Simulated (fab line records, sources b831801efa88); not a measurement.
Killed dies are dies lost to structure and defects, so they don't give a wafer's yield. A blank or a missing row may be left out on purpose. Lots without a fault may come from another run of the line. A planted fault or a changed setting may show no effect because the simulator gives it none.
Which tool did it? | flow sky130 | 11 lots, 33 wafers sampled, at 3 steps of a route of 708

WHAT THE GAUGES READ, wafer by wafer
SKY_LI_CONTACT_THK_MEAS_01.
lot  | measured     | on            | LI_CONTACT_HDPCVD_THK (nm)
L645 | day 27 15:59 | film_metro-02 | 919 912 918
L647 | day 28 16:00 | film_metro-02 | 941 925 940
L648 | day 28 22:28 | film_metro-04 | 927 925 916
L652 | day 30 15:10 | film_metro-02 | 934 912 939
L653 | day 30 23:14 | film_metro-02 | 941 920 924
L655 | day 31 10:01 | film_metro-02 | 911 934 901
L657 | day 31 21:36 | film_metro-01 | 940 915 924
L656 | day 32 00:58 | film_metro-02 | 923 919 920
L668 | day 35 23:29 | film_metro-04 | 942 935 934
L667 | day 36 02:41 | film_metro-01 | 1114 917 940 1115 916 939
L666 | day 36 03:46 | film_metro-01 | 931 1117 909 931 1118 909

WHICH TOOL RAN EACH LOT (tool, then ch and the chambers of the sampled wafers, then the start)
lot  | SKY_POLY_CUT_ETCH_10               | SKY_LI_CONTACT_HDPCVD_00
L645 | rie_diel-04 ch 1,2,3, day 23 21:56 | hdpcvd-02 ch 0,1, day 27 15:52
L647 | rie_diel-02 ch 0,2,3, day 24 23:47 | hdpcvd-01 ch 1,2, day 28 15:53
L648 | rie_diel-02 ch 0,1, day 25 05:17   | hdpcvd-02 ch 0,2, day 28 22:20
L652 | rie_diel-04 ch 1,3, day 27 00:49   | hdpcvd-02 ch 0,1, day 30 15:03
L653 | rie_diel-02 ch 0,3, day 27 07:50   | hdpcvd-02 ch 0,1,2, day 30 23:07
L655 | rie_diel-02 ch 0,1,2, day 27 19:35 | hdpcvd-01 ch 0,2, day 31 09:55
L657 | rie_diel-04 ch 0,1, day 28 09:07   | hdpcvd-02 ch 0,1,2, day 31 21:29
L656 | rie_diel-01 ch 0,1,3, day 28 11:58 | hdpcvd-02 ch 0,2, day 32 00:52
L668 | rie_diel-02 ch 0,2,3, day 32 14:43 | hdpcvd-01 ch 1,2, day 35 23:22
L667 | rie_diel-04 ch 0,2,3, day 32 18:22 | hdpcvd-01 ch 0,1,2, day 36 02:35
L666 | rie_diel-01 ch 0,3, day 32 19:20   | hdpcvd-01 ch 0,1,2, day 36 03:38
- SKY_POLY_CUT_ETCH_10: etches BARC in N2/H2, stops on SiO2, time 45.9 s, target depth 60 nm.
- SKY_LI_CONTACT_HDPCVD_00: deposits PSG, target thk 930 nm, time 155 s.

THE ANSWER, worked out from the rows above alone
Rule: what is usual is taken from the lots themselves. Put in order of their means at a reading, lots are off if they are a third of the lots or fewer, leave a main group of 4 or more, and stand apart from it by a gap of 3 or more times the standard deviation of the main group's means; of several such gaps the widest counts. A main group whose means are all the same, to the digits that the tables above print for the reading, isn't used. A lot without any number at a reading at which 4 lots or more have one is off too. The other lots that the step has rows for count as sound.
Off: L667, L666, at SKY_LI_CONTACT_THK_MEAS_01 (LI_CONTACT_HDPCVD_THK). The main group: mean 926 nm, standard deviation 7.2.
A tool fits if, at a process step before that reading, it ran every lot that is off, and no sound lot after the first of them. The gauges at SKY_LI_CONTACT_THK_MEAS_01 are tried like those tools. Can't be told from this: 2 tools fit, hdpcvd-01 at SKY_LI_CONTACT_HDPCVD_00, film_metro-01 at SKY_LI_CONTACT_THK_MEAS_01.

WHAT THE SIMULATOR HAD PUT IN
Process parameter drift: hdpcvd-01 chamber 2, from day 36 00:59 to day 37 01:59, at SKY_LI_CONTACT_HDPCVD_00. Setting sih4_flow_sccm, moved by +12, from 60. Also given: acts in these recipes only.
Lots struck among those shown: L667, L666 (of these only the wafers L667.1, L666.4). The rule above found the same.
